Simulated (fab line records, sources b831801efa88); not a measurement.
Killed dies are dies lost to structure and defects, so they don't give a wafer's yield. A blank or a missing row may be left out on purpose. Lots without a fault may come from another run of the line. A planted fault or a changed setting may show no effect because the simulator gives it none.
A struck lot beside a sound one | flow sfq_line | 15 steps out of a route of 325
Sound: wafers L471.3, L471.4, L471.5. Struck: wafer L462.2. (L462.3 of the same lot was not struck and is left out.) The cause comes at the end.
At each step with rows: each side's tool, then ch and its chambers, then its first start. Under that, the readings that differ: sound wafers | struck wafers | difference of the means | sigmas: that difference in standard deviations of wafers without a fault.
alike: readings whose means differ by less than 2 such deviations, and words and numbers that are the same on both sides. not compared: withheld readings, readings that some wafer has no value for, bounds like >300 that may hide the same value, and numbers for which the record gives no deviation and whose values overlap.
The two part at a step that has a row with sigmas, a row that says differs or no value, or rows on one side only. Numbers that don't overlap but have no deviation are shown without sigmas and don't part them. A reading that every wafer of one side lacks parts them only if that side has two wafers or more.

first, 1 step without rows for these wafers: SFQ_TRILAYER_M3_STRIP_SOLV_CLEAN_080 (cleans in NMP, time 600 s).
SFQ_TRILAYER_I3_DEP_PECVD_081: deposits SiO2 from SiH4/N2O, time 111.11 s, target thk 500 nm.
  sound on pecvd-03 ch 1,2, day 37 23:13; struck on pecvd-02 ch 2, day 35 15:46
  alike: heater_power_w, throttle_valve_pct
SFQ_TRILAYER_I3_CMP_CMP_082: polishes SiO2.
  sound on cmp-02 ch 1,2,3, day 38 12:36; struck on cmp-02 ch 1, day 36 00:37
  alike: motor_current_A, time_to_endpoint_s
SFQ_I3_BOW_MEAS_922:
  sound on film_metro-02, day 38 15:38; struck on film_metro-02, day 36 03:08
  alike: I3_BOW
SFQ_TRILAYER_I3_METRO_MEASURE_083:
  sound on film_metro-02, day 38 16:07; struck on film_metro-02, day 36 03:26
  alike: thk_nm
then, 6 steps without rows for these wafers: SFQ_TRILAYER_I3_VIA_LITHO_COAT_090 (resist thk 62 nm); SFQ_TRILAYER_I3_VIA_LITHO_COAT_085 (resist thk 650 nm); SFQ_TRILAYER_I3_VIA_LITHO_SOFTBAKE_089; SFQ_TRILAYER_I3_VIA_LITHO_EXPOSE_086 (exposes mask I3, target cd 500 nm); SFQ_TRILAYER_I3_VIA_LITHO_PEB_088 (peb time 60 s); SFQ_TRILAYER_I3_VIA_LITHO_DEVELOP_087 (time 60 s).
-- the record jumps here: 6 days lie between the struck wafers' starts before and after --
SFQ_I3_OVL_MEAS_923:
  sound on overlay-01, day 44 13:03; struck on overlay-02, day 41 21:31
  alike: I3_OVL
SFQ_TRILAYER_I3_VIA_BARC_OPEN_VIA_ETCH_121: etches BARC in O2, target depth 125 nm, time 41.7 s.
  sound on rie_diel-02 ch 1,2,3, day 44 13:04; struck on rie_diel-02 ch 2, day 41 21:33
  reading                                                 | sound             | struck | difference | sigmas
  oes_product_au (a.u.)                                   | 0.700 0.694 0.683 | 0.641  | -0.051     | -11
  run_length_s (s)                                        | 70.4 70.7 69.6    | 77.7   | +7.5       | +20
  model.KrF_of_TRILAYER_I3_VIA_LITHO_COAT_085.thk_nm (nm) | 574.1 573 575.2   | 560.5  | -13.6      |
  alike: drypump_motor_current_A
  not compared: rf_hours_counter_h
SFQ_TRILAYER_I3_VIA_ETCH_VIA_ETCH_088: etches SiO2 in CHF3, stops on Nb, target depth 260 nm.
  sound on rie_diel-02 ch 1,2,3, day 44 13:07; struck on rie_diel-02 ch 2, day 41 21:35
  reading                                                 | sound             | struck | difference | sigmas
  model.KrF_of_TRILAYER_I3_VIA_LITHO_COAT_085.thk_nm (nm) | 529.6 527.9 531.2 | 515.7  | -13.9      |
  alike: drypump_motor_current_A, oes_product_au
SFQ_TRILAYER_I3_VIA_STRIP_STRIP_089: strips in O2.
  sound on rie_metal-02 ch 0,1, day 44 13:26; struck on rie_metal-04 ch 0, day 41 21:42
  reading                | sound | struck | difference                   | sigmas
  rf_hours_counter_h (h) | - - - | 95     | no value on the sound wafers |
  alike: drypump_motor_current_A, oes_product_au

WHERE THEY PART
First at SFQ_TRILAYER_I3_VIA_BARC_OPEN_VIA_ETCH_121; last, within this record, at SFQ_TRILAYER_I3_VIA_STRIP_STRIP_089.

WHY: what the simulator had put in
Process parameter drift: rie_diel-02, from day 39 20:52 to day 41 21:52, at SFQ_TRILAYER_I3_VIA_BARC_OPEN_VIA_ETCH_121. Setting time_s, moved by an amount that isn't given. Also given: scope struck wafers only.
